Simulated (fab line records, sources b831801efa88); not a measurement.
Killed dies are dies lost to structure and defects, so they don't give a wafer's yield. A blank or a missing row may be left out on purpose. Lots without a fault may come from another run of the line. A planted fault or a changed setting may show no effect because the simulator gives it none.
fab line records | flow sfq_line
record lots=15 wafers=45 last_day=96
route steps=325 shown R5@216 C5@246 M6@258
lots that met no fault: from a run of the same line without faults
start_h: hours from the record's first day to the start of the lot's first wafer shown | wait_h: hours since the lot's step before | " the same as in the row above | L1.1+2: a row that stands for several wafers | - no value, or no start given | * or withheld: withheld | < > ~ a bound
route shown NAME@n: a module of which the file shows steps, and the number in the route of the first | usual: mean/standard deviation of fault-free wafers | same: alike in all rows | chamber/n: place in a boat | sites: the reading at each site | _std_site: their standard deviation | _edge_site: outer sites' mean less inner sites' | radius_mm: how far each site lies from the wafer's centre | mask NAME#n: copy n | behind: the tool/chamber that last shaped the wafer | hold: why the lot was held/for how many hours/how that ended | device: the transistor (n, p or np) that didn't switch | end of line: the same wafers' tests at the end of the route | a step without rows: its recipe alone | killed: dies lost to structure and defects at the first sort, not the wafer's yield | map: a wafer's dies, x killed, . not, _ none there
set.NAME: the setting as run; set.NAME@STEP: as run at that earlier step | model.NAME: the simulator's own value behind a step, which no gauge read
steps of the route over a sample of lots; a table a step, a row a wafer
services: from which hour (start_h, from the record's first day; less than 0 if before it) a tool's chamber was out of use, for how many hours, and why
## steps
# step SFQ_R5_THK_MEAS_934
# recipe thk_meas_gauge=xrf reads=MoNx_of_TRILAYER_R5_DEP_SPUTTER_133
# usual R5_MONX_THK=39.6/0.55
# columns lot.wafer tool chamber start_h wait_h R5_MONX_THK[nm]
L825.1 film_metro-01 - 1349.67 0.1 40.2
L825.5 " - " " 40.0
L825.6 " - " " 40.2
L826.2 film_metro-01 - 1358.08 0.1 39.1
L826.3 " - " " 39.0
L826.4 " - " " 38.9
L828.1 film_metro-02 - 1373.90 0.1 38.9
L828.3 " - " " 38.8
L828.4 " - " " 38.7
L829.1 film_metro-02 - 1385.24 0.1 39.9
L829.4 " - " " 39.7
L829.6 " - " " 40.0
L831.1 film_metro-01 - 1417.78 0.1 39.6
L831.5 " - " " 39.7
L831.6 " - " " 40.0
L832.4 film_metro-04 - 1420.81 0.1 38.9
L832.5 " - " " 38.9
L832.6 " - " " 39.0
L833.1 film_metro-04 - 1426.78 0.1 39.9
L833.4 " - " " 40.0
L833.6 " - " " 39.9
L834.2 film_metro-01 - 1432.28 0.1 39.1
L834.5 " - " " 39.4
L834.6 " - " " 39.7
L835.1 film_metro-01 - 1436.78 0.1 39.5
L835.3 " - " " 39.9
L835.4 " - " " 39.2
L837.1 film_metro-01 - 1561.76 0.1 40.0
L837.2 " - " " 39.5
L837.4 " - " " 40.0
L843.1 film_metro-04 - 1648.82 0.1 39.5
L843.3 " - " " 39.7
L843.6 " - " " 39.7
L844.3 film_metro-02 - 1657.84 0.1 39.9
L844.5 " - " " 39.6
L844.6 " - " " 39.8
L845.2 film_metro-04 - 1783.01 0.1 40.0
L845.4 " - " " 39.8
L845.6 " - " " 39.6
L846.4 film_metro-02 - 1794.85 0.1 39.7
L846.5 " - " " 39.6
L846.6 " - " " 39.4
L847.2 film_metro-01 - 1798.78 0.1 39.2
L847.5 " - " " 39.3
L847.6 " - " " 39.4
# step SFQ_TRILAYER_R5_STRIP_STRIP_140
# recipe gas=O2 power_w=200 platen_temp_c=40 overash_fraction=0.65 chemistry=O2 pressure_mtorr=50
# usual drypump_motor_current_A=6.0/0.34 oes_product_au=0.994/0.0075
# columns lot.wafer tool chamber start_h wait_h drypump_motor_current_A oes_product_au rf_hours_counter_h
L825.1 rie_metal-02 1 1486.79 0.0 6.0 0.988 107
L825.5 " 0 " " 5.5 0.993 -
L825.6 " 1 " " 6.0 0.992 -
L826.2 rie_metal-04 0 1493.73 0.0 5.7 0.987 53
L826.3 " 1 " " 6.4 0.991 -
L826.4 " 0 " " 5.7 0.988 -
L828.1 rie_metal-04 1 1503.33 0.0 6.4 0.997 12
L828.3 " 0 " " 5.7 1.008 -
L828.4 " 1 " " 6.4 0.998 -
L829.1 rie_metal-04 1 1510.53 0.0 6.4 0.992 14
L829.4 " 0 " " 5.7 0.996 -
L829.6 " 0 " " 5.7 0.993 -
L831.1 rie_metal-04 0 1534.53 0.0 5.7 0.988 60
L831.5 " 1 " " 6.4 0.985 -
L831.6 " 0 " " 5.7 1.001 -
L832.4 rie_metal-02 1 1535.93 0.2 6.0 0.990 -
L832.5 " 1 " " 6.0 0.986 -
L832.6 " 0 " " 5.5 0.992 -
L833.1 rie_metal-04 0 1543.01 0.0 5.7 1.003 61
L833.4 " 1 " " 6.4 0.998 -
L833.6 " 1 " " 6.4 1.008 -
L834.2 rie_metal-02 1 1547.61 0.0 6.0 0.980 115
L834.5 " 0 " " 5.5 1.000 -
L834.6 " 1 " " 6.0 0.987 -
L835.1 rie_metal-04 1 1556.09 0.0 6.4 1.000 19
L835.3 " 1 " " 6.4 1.001 -
L835.4 " 0 " " 5.7 0.994 -
L837.1 rie_metal-04 1 1564.22 0.0 6.4 1.002 20
L837.2 " 0 " " 5.7 1.005 63
L837.4 " 0 " " 5.7 1.003 -
L843.1 rie_metal-04 1 1653.61 0.0 6.3 1.003 36
L843.3 " 1 " " 6.4 1.005 -
L843.6 " 1 " " 6.4 1.003 -
L844.3 rie_metal-03 0 1660.99 0.2 6.3 1.003 -
L844.5 " 0 " " 6.3 1.000 -
L844.6 " 1 " " 5.8 0.985 -
L845.2 rie_metal-04 0 1791.44 0.0 5.7 0.994 90
L845.4 " 1 " " 6.4 0.996 -
L845.6 " 1 " " 6.4 0.990 -
L846.4 rie_metal-02 0 1891.37 0.2 5.5 1.006 -
L846.5 " 0 " " 5.4 1.006 -
L846.6 " 1 " " 6.0 0.996 -
L847.2 rie_metal-04 0 1892.37 0.0 5.7 0.983 103
L847.5 " 0 " " 5.7 0.990 -
L847.6 " 1 " " 6.4 0.985 -
# step SFQ_C5_OVL_MEAS_937
# usual C5_OVL=0/5.6
# columns lot.wafer tool chamber start_h wait_h C5_OVL[nm]
L825.1 overlay-02 - 1599.99 0.1 1
L825.5 " - " " -3
L825.6 " - " " 4
L826.2 overlay-01 - 1614.32 0.1 5
L826.3 " - " " 0
L826.4 " - " " 2
L828.1 overlay-02 - 1630.08 0.1 -5
L828.3 " - " " -4
L828.4 " - " " -7
L829.1 overlay-02 - 1644.24 0.1 -3
L829.4 " - " " 2
L829.6 " - " " -2
L831.1 overlay-02 - 1666.76 0.1 -1
L831.5 " - " " -2
L831.6 " - " " -9
L832.4 overlay-01 - 1669.03 0.1 0
L832.5 " - " " -8
L832.6 " - " " -12
L833.1 overlay-02 - 1678.76 0.1 -5
L833.4 " - " " -3
L833.6 " - " " -4
L834.2 overlay-02 - 1688.51 0.1 6
L834.5 " - " " 0
L834.6 " - " " 0
L835.1 overlay-01 - 1783.42 0.1 -7
L835.3 " - " " -5
L835.4 " - " " -1
L837.1 overlay-02 - 1820.22 0.1 4
L837.2 " - " " 4
L837.4 " - " " -2
L843.1 overlay-01 - 1883.82 0.1 -7
L843.3 " - " " -2
L843.6 " - " " -4
L844.3 overlay-01 - 1885.15 0.1 2
L844.5 " - " " -8
L844.6 " - " " 6
L845.2 overlay-01 - 1886.35 0.1 6
L845.4 " - " " 14
L845.6 " - " " 11
L846.4 overlay-02 - 1897.49 0.1 3
L846.5 " - " " 2
L846.6 " - " " 2
L847.2 overlay-01 - 1902.70 0.1 -1
L847.5 " - " " 0
L847.6 " - " " 2
# step SFQ_TRILAYER_M6_LITHO_EXPOSE_160
# recipe mask_id=M6 na=0.6 source_shape=conventional sigma_outer=0.65 target_cd_nm=500 dose_mj=14.4
# usual exposure_dose_mJ_cm2=14.400/0.014
# same na=0.6
# columns lot.wafer tool chamber start_h wait_h mask exposure_dose_mJ_cm2
L825.1 krf_scanner-02 0 1732.73 - M6#0 14.392
L825.5 " 0 " " M6#0 14.398
L825.6 " 0 " " M6#0 14.379
L826.2 krf_scanner-02 0 1740.13 - M6#0 14.388
L826.3 " 0 " " M6#0 14.394
L826.4 " 0 " " M6#0 14.385
L828.1 krf_scanner-02 0 1754.33 - M6#0 14.396
L828.3 " 0 " " M6#0 14.413
L828.4 " 0 " " M6#0 14.403
L829.1 krf_scanner-02 0 1767.53 - M6#0 14.426
L829.4 " 0 " " M6#0 14.406
L829.6 " 0 " " M6#0 14.412
L831.1 krf_scanner-02 0 1797.79 - M6#0 14.412
L831.5 " 0 " " M6#0 14.423
L831.6 " 0 " " M6#0 14.406
L832.4 krf_scanner-02 0 1800.79 - M6#0 14.393
L832.5 " 0 " " M6#0 14.405
L832.6 " 0 " " M6#0 14.413
L833.1 krf_scanner-01 0 1803.10 - M6#0 14.405
L833.4 " 0 " " M6#0 14.406
L833.6 " 0 " " M6#0 14.405
L834.2 krf_scanner-01 0 1804.50 - M6#0 14.389
L834.5 " 0 " " M6#0 14.398
L834.6 " 0 " " M6#0 14.396
L835.1 krf_scanner-01 0 1805.50 - M6#0 14.409
L835.3 " 0 " " M6#0 14.372
L835.4 " 0 " " M6#0 14.425
L837.1 krf_scanner-02 0 1922.79 - M6#0 14.402
L837.2 " 0 " " M6#0 14.388
L837.4 " 0 " " M6#0 14.375
L843.1 krf_scanner-01 0 1980.19 - M6#0 14.403
L843.3 " 0 " " M6#0 14.390
L843.6 " 0 " " M6#0 14.396
L844.3 krf_scanner-01 0 1982.99 - M6#0 12.659
L844.5 " 0 " " M6#0 12.678
L844.6 " 0 " " M6#0 12.653
L845.2 krf_scanner-01 0 1985.19 - M6#0 12.656
L845.4 " 0 " " M6#0 12.651
L845.6 " 0 " " M6#0 12.635
L846.4 krf_scanner-02 0 1998.92 - M6#0 14.409
L846.5 " 0 " " M6#0 14.421
L846.6 " 0 " " M6#0 14.424
L847.2 krf_scanner-01 0 2004.96 - M6#0 12.655
L847.5 " 0 " " M6#0 12.672
L847.6 " 0 " " M6#0 12.673
## services
# columns tool chamber start_h hours kind
krf_scanner-02 - 1472.10 1.3 pm
krf_scanner-02 - 1487.62 0.7 repair
krf_scanner-02 - 1510.34 0.8 pm
krf_scanner-02 - 1543.75 1.0 pm
rie_metal-04 - 1571.34 14.6 pm
rie_metal-04 0 1598.16 22.3 repair
krf_scanner-02 - 1604.84 4.4 pm
krf_scanner-02 - 1648.13 1.3 pm
krf_scanner-02 - 1649.99 0.7 repair
krf_scanner-02 - 1678.83 0.8 pm
rie_metal-04 - 1680.12 0.4 repair
krf_scanner-02 - 1683.45 3.9 repair
krf_scanner-02 - 1709.18 1.0 pm
krf_scanner-02 - 1813.79 0.3 repair
krf_scanner-02 - 1824.19 1.3 pm
krf_scanner-02 - 1847.63 0.8 pm
krf_scanner-02 - 1857.91 0.7 repair
krf_scanner-02 - 1867.48 3.6 pm
krf_scanner-02 - 1876.27 2.6 repair
krf_scanner-02 - 1878.86 1.0 pm
krf_scanner-02 - 1897.17 4.0 pm
rie_metal-04 - 1940.87 0.6 repair
rie_metal-04 - 1942.94 0.1 repair
rie_metal-04 - 1965.90 2.8 pm
## key
first_sign step=SFQ_TRILAYER_M6_LITHO_EXPOSE_160 reading=exposure_dose_mJ_cm2 direction=down sigmas=99+ usual=14.400 struck=12.659
effect none on later readings
met_at SFQ_TRILAYER_M6_LITHO_EXPOSE_160
struck_lots L844,L845,L847
not_acting_at SFQ_R5_THK_MEAS_934,SFQ_TRILAYER_R5_STRIP_STRIP_140,SFQ_C5_OVL_MEAS_937
fault kind=process_parameter_drift tool=krf_scanner-01 chamber=- onset_h=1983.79 steps=SFQ_TRILAYER_M6_LITHO_EXPOSE_160 channel=dose_mj offset=-1.7342 shape=step acts_in=these_recipes_only stated=14.4
